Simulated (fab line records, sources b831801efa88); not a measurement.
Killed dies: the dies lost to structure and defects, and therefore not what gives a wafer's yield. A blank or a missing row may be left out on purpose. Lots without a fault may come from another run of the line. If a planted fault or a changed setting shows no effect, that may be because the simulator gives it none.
A sampling plan put to the test    flow sky130    one line in one fab, 46 faults in these records, each fault weighed on the records of the lots it struck
The line's own looks make up the plan; these are the steps of the route where a gauge or inspection reads the wafer and leaves it unchanged. A look can be judged if struck wafers have a number there and the file gives its usual mean and standard deviation on fault-free wafers. Caught: at a look after the fault's first step, the mean of the struck wafers lies 4 or more of those standard deviations (sigma) from the usual mean. On the tool: the identical test, applied to the tool's own readings at the steps of the fault. If the struck wafers alone have a blank record, or they carry another recipe, that too counts as caught.

== THE FAULTS, as the simulator had put them in ==
1. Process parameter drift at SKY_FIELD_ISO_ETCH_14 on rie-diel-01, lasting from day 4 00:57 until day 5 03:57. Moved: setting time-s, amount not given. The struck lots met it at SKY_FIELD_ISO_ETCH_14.
2. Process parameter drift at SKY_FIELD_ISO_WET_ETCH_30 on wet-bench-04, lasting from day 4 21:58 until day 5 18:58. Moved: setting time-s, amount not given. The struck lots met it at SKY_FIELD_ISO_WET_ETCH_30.
3. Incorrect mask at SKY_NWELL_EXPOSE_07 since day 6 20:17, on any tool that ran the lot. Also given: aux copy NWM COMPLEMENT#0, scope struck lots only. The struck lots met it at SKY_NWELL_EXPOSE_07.
4. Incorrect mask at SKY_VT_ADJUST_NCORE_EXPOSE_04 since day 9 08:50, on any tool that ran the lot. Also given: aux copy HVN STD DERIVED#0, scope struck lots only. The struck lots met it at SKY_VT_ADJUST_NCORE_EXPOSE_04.
5. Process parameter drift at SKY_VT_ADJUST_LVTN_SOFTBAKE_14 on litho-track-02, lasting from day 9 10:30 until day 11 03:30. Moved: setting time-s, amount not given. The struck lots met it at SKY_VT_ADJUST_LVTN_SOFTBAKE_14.
6. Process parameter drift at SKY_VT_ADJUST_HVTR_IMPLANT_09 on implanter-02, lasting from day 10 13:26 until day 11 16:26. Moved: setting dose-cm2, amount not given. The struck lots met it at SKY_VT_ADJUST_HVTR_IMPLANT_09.
7. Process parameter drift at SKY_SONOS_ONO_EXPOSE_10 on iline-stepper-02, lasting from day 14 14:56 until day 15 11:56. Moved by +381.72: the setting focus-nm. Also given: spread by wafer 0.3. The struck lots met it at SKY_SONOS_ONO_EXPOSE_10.
8. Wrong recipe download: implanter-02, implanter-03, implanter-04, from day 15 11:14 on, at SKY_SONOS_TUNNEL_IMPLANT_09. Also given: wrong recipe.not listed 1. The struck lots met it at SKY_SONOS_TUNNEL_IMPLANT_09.
9. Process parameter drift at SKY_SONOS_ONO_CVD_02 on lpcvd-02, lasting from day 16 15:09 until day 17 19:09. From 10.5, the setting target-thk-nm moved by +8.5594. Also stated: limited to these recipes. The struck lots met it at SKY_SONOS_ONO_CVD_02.
10. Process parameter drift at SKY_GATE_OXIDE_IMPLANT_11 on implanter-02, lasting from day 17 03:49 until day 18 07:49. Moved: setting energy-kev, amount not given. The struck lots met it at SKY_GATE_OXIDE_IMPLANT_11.
11. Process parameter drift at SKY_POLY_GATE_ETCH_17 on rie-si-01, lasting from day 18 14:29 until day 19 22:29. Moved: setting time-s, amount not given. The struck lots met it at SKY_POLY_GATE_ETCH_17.
12. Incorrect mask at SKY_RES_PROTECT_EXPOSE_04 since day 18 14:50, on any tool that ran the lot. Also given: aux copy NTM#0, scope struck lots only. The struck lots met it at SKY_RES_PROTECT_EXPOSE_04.
13. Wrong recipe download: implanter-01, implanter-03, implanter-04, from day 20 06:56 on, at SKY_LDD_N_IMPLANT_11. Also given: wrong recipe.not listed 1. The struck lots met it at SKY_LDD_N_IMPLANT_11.
14. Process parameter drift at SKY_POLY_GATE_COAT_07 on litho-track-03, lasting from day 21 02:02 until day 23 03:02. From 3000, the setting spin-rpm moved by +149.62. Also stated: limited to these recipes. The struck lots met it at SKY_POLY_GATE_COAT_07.
15. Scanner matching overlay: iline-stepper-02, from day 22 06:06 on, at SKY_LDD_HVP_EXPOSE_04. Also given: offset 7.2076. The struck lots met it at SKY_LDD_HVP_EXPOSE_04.
16. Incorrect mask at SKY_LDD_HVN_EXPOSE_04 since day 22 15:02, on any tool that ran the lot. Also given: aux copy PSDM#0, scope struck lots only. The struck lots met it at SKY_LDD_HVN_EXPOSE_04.
17. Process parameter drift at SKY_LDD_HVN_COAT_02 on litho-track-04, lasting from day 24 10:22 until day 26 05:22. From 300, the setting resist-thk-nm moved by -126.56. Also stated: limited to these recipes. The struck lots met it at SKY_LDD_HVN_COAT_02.
18. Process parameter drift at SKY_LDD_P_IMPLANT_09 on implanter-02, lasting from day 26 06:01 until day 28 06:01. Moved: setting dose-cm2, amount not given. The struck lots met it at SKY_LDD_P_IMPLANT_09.
19. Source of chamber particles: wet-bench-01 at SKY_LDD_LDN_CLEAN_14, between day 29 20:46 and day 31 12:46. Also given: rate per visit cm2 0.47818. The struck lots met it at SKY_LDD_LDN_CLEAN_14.
20. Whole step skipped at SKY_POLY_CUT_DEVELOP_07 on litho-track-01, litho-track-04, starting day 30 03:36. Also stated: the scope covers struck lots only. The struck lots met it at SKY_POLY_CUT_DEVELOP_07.
21. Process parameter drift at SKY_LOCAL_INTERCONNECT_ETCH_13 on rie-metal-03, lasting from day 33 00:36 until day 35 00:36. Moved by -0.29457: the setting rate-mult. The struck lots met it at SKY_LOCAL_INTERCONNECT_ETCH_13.
22. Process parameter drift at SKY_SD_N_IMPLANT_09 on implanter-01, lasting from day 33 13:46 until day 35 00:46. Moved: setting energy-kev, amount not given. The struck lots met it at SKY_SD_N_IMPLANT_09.
23. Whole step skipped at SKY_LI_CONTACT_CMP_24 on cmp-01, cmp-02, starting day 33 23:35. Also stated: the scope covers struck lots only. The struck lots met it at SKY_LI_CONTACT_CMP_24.
24. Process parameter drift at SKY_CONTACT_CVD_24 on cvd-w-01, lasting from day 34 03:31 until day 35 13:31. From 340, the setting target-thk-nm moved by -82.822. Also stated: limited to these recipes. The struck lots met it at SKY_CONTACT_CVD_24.
25. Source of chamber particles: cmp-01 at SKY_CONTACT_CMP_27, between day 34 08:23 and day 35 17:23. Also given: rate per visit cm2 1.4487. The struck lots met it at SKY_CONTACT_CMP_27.
26. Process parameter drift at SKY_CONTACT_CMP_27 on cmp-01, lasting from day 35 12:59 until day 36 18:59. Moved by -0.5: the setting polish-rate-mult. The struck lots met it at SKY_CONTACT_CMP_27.
27. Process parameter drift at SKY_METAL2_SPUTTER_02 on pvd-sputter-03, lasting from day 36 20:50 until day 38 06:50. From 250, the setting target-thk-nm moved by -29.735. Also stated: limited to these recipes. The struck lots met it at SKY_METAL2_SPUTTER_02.
28. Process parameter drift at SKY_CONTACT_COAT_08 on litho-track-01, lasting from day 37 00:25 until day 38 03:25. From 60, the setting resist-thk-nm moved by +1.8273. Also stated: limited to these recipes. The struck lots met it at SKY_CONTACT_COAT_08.
29. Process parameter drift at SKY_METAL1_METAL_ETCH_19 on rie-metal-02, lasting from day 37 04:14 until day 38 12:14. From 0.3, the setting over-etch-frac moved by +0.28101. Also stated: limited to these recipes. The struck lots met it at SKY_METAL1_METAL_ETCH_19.
30. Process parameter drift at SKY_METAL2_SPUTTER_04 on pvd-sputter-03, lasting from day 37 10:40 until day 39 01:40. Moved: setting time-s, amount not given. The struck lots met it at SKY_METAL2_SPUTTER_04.
31. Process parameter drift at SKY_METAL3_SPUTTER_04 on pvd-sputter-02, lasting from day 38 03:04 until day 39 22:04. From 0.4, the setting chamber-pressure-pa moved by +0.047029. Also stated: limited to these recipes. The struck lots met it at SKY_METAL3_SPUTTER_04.
32. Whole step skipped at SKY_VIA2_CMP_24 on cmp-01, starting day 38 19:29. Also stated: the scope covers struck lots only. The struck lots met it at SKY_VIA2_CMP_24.
33. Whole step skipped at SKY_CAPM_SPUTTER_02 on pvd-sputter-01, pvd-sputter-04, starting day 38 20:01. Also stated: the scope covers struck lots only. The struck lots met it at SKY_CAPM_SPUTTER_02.
34. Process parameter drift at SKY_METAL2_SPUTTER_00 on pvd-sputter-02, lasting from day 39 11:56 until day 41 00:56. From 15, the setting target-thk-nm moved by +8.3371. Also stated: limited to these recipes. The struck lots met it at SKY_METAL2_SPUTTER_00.
35. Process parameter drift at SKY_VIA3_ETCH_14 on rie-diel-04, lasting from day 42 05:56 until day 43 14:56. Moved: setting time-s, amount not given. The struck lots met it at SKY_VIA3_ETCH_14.
36. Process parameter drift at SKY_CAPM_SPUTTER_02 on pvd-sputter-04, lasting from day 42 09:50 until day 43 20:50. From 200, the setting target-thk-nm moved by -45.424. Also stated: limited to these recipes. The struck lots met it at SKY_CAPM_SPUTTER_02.
37. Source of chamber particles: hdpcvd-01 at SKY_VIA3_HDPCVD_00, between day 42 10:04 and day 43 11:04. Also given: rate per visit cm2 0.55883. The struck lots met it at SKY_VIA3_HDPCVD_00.
38. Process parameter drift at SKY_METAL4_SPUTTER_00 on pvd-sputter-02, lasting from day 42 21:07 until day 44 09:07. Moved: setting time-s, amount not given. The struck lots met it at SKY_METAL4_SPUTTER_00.
39. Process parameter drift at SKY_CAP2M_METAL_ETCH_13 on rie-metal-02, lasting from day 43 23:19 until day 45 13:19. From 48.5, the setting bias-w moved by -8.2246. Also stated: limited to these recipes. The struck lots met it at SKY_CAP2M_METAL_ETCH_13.
40. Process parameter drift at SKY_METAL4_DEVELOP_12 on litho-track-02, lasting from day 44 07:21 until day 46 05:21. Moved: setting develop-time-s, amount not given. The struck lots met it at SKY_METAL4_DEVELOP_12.
41. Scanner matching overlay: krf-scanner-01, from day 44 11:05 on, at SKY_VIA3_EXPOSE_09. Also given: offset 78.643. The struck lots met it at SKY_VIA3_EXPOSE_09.
42. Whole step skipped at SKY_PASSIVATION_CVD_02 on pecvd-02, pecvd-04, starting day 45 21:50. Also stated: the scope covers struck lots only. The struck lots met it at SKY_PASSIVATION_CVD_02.
43. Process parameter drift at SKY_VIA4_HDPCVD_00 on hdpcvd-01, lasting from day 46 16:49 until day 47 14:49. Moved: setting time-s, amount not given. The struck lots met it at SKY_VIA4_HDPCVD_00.
44. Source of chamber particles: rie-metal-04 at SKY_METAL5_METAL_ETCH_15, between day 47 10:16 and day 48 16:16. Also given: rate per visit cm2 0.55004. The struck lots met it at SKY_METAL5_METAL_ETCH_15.
45. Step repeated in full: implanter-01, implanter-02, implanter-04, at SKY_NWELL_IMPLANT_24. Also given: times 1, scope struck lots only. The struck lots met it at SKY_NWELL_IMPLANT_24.
46. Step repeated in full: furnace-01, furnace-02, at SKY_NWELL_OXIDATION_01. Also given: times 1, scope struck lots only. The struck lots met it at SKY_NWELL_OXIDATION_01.

== WHAT THE PLAN SAW ==
fault  on the tool itself                                first look that catches it                       reading, sigma                                            median hours from its first step to that look  hours from the fault's start to the first struck lot there  judged looks passed uncaught
1      run-length-s +21 sigma                            not the one look that can be judged after it     -                                                         -                                              -                                                           1
2      run-length-s -8.5 sigma                           none of the 4 looks that can be judged after it  -                                                         -                                              -                                                           4
3      under 2 sigma                                     SKY_NWELL_TW_MEAS_15                             NWELL_TW -99 or beyond                                    10.8                                           11                                                          0
4      no reading that can be judged                     SKY_VT_ADJUST_NCORE_TW_MEAS_11                   VT_ADJUST_NCORE_TW -99 or beyond                          10.4                                           15                                                          0
5      run-length-s +77 sigma                            not the one look that can be judged after it     -                                                         -                                              -                                                           1
6      dose-ions-cm2 -99 or beyond sigma                 SKY_VT_ADJUST_HVTR_TW_MEAS_11                    VT_ADJUST_HVTR_TW -15                                     0.2                                            8                                                           0
7      under 2 sigma                                     SKY_SONOS_ONO_CD_MEAS_13                         cd-nm -8.1                                                13.8                                           17                                                          0
8      no reading that can be judged                     SKY_SONOS_TUNNEL_TW_MEAS_12                      SONOS_TUNNEL_TW +99 or beyond                             0.4                                            3                                                           0
9      no reading that can be judged                     SKY_SONOS_ONO_THK_MEAS_03                        SONOS_ONO_CVD_02_THK +56                                  1.1                                            7                                                           0
10     beam-energy-keV -49 sigma                         no look after it can be judged                   -                                                         -                                              -                                                           0
11     run-length-s -49 sigma                            no look after it can be judged                   -                                                         -                                              -                                                           0
12     under 2 sigma                                     SKY_RES_PROTECT_TW_MEAS_08                       POLY_GATE_TW -99 or beyond                                15.5                                           18                                                          0
13     under 2 sigma                                     none of the 2 looks that can be judged after it  strongest: LDD_N_TW at SKY_LDD_N_TW_MEAS_17, -3.7         -                                              -                                                           2
14     spin-speed-rpm +68 sigma                          none of the 2 looks that can be judged after it  -                                                         -                                              -                                                           2
15     no reading that can be judged                     SKY_LDD_HVP_OVL_MEAS_07                          LDD_HVP_OVL +4.0                                          15.1                                           24                                                          0
16     under 2 sigma                                     SKY_LDD_HVN_TW_MEAS_10                           LDD_HVN_TW -99 or beyond                                  15.4                                           20                                                          0
17     no reading that can be judged                     SKY_LDD_HVP_TW_MEAS_10                           LDD_HVP_TW +4.1                                           44.4                                           46                                                          0
18     dose-ions-cm2 -99 or beyond sigma                 SKY_LDD_P_TW_MEAS_11                             LDD_P_TW -12                                              0.2                                            6                                                           0
19     under 2 sigma                                     no look after it can be judged                   -                                                         -                                              -                                                           0
20     no reading that can be judged                     no look after it can be judged                   -                                                         -                                              -                                                           0
21     oes-product-au -5.0 sigma                         no look after it can be judged                   -                                                         -                                              -                                                           0
22     beam-energy-keV +99 or beyond sigma               SKY_SD_N_TW_MEAS_12                              SD_N_TW +12                                               0.4                                            5                                                           0
23     the tool's record is blank for the struck wafers  no look after it can be judged                   -                                                         -                                              -                                                           0
24     under 2 sigma                                     SKY_CONTACT_RS_MEAS_25                           CONTACT_W_RS +24                                          0.1                                            0                                                           0
25     under 2 sigma                                     no look after it can be judged                   -                                                         -                                              -                                                           0
26     overpolish-run-s -99 or beyond sigma              no look after it can be judged                   -                                                         -                                              -                                                           0
27     under 2 sigma                                     SKY_METAL2_RS_MEAS_05                            METAL2_ALCU_RS +14                                        0.1                                            6                                                           0
28     under 2 sigma                                     not the one look that can be judged after it     -                                                         -                                              -                                                           1
29     oes-product-au -15 sigma                          no look after it can be judged                   -                                                         -                                              -                                                           0
30     under 2 sigma                                     SKY_METAL2_THK_MEAS_06                           METAL2_ALCU_THK +5.0                                      0.2                                            8                                                           0
31     chamber-pressure-pa +55 sigma                     no look after it can be judged                   -                                                         -                                              -                                                           0
32     no reading that can be judged                     no look after it can be judged                   -                                                         -                                              -                                                           0
33     the tool's record is blank for the struck wafers  no look after it can be judged                   -                                                         -                                              -                                                           0
34     under 2 sigma                                     no look after it can be judged                   -                                                         -                                              -                                                           0
35     oes-product-au +14 sigma                          no look after it can be judged                   -                                                         -                                              -                                                           0
36     under 2 sigma                                     SKY_CAPM_RS_MEAS_03                              CAPM_TIN_RS +24                                           0.1                                            18                                                          0
37     under 2 sigma                                     no look after it can be judged                   -                                                         -                                              -                                                           0
38     under 2 sigma                                     no look after it can be judged                   -                                                         -                                              -                                                           0
39     bias-w -51 sigma                                  no look after it can be judged                   -                                                         -                                              -                                                           0
40     under 2 sigma                                     not the one look that can be judged after it     strongest: cd-nm at SKY_METAL4_CD_MEAS_13, +3.0           -                                              -                                                           1
41     no reading that can be judged                     SKY_VIA3_OVL_MEAS_13                             VIA3_OVL +13                                              10.7                                           16                                                          0
42     the tool's record is blank for the struck wafers  no look after it can be judged                   -                                                         -                                              -                                                           0
43     run-length-s +13 sigma                            not the one look that can be judged after it     strongest: VIA4_HDPCVD_THK at SKY_VIA4_THK_MEAS_01, +3.6  -                                              -                                                           1
44     under 2 sigma                                     not the one look that can be judged after it     -                                                         -                                              -                                                           1
45     under 2 sigma                                     SKY_NWELL_TW_MEAS_26                             NWELL_2_TW +24                                            0.5                                            -                                                           0
46     under 2 sigma                                     SKY_NWELL_THK_MEAS_02                            NWELL_OXIDATION_THK +29                                   3.5                                            -                                                           0
A dash: the fault isn't caught, or these records don't give the number.

Caught at a look: 19 of 46. Caught on the tool: 19 of 46. By one or the other: 35 of 46.
On the tool alone, faults 1, 2, 5, 10, 11, 14, 21, 23, 26, 29, 31, 33, 35, 39, 42, 43 were caught.
Caught at a look alone: faults 3, 4, 7, 8, 9, 12, 15, 16, 17, 24, 27, 30, 36, 41, 45, 46.
Caught by neither: faults 13, 19, 20, 25, 28, 32, 34, 37, 38, 40, 44.

== THINNER SAMPLING ==
In the worst case, this is how late the first struck lot would be measured if the look that catches a fault measured only every second or every third lot, by lot number:
fault  struck lots at that look, in order of time  every lot  every second lot  every third lot
3      L287                                        11 h       may miss it       may miss it
4      L267                                        15 h       may miss it       may miss it
6      L530, L531                                  8 h        16 h              may miss all 2
7      L664, L665                                  17 h       28 h              may miss all 2
8      L663, L664, L665, L666                      3 h        8 h               17 h
9      L736, L737                                  7 h        13 h              may miss all 2
12     L518                                        18 h       may miss it       may miss it
15     L492, L494, L496, L497                      24 h       59 h              50 h
16     L996                                        20 h       may miss it       may miss it
17     L263, L265                                  46 h       may miss all 2    may miss all 2
18     L684, L686                                  6 h        may miss all 2    may miss all 2
22     L841, L843                                  5 h        may miss all 2    may miss all 2
24     L201, L202, L203, L204                      0 h        5 h               15 h
27     L625, L627, L629                            6 h        may miss all 3    30 h
30     L146, L148                                  8 h        may miss all 2    may miss all 2
36     L964, L965                                  18 h       23 h              may miss all 2
41     L269, L270, L272                            16 h       32 h              may miss all 3
The hour figures run from when the fault began to the first measured lot among those it struck. The test against the limit of 4 sigma pooled every struck wafer, which means one lot taken alone may stay below that limit. Other struck lots may not be in these records.

== THE LONGEST TIMED WAY FROM STEP TO LOOK ==
For fault 17, SKY_LDD_HVN_COAT_02 and SKY_LDD_HVP_TW_MEAS_10 are separated by a median of 44.4 hours. No look between them can be judged.
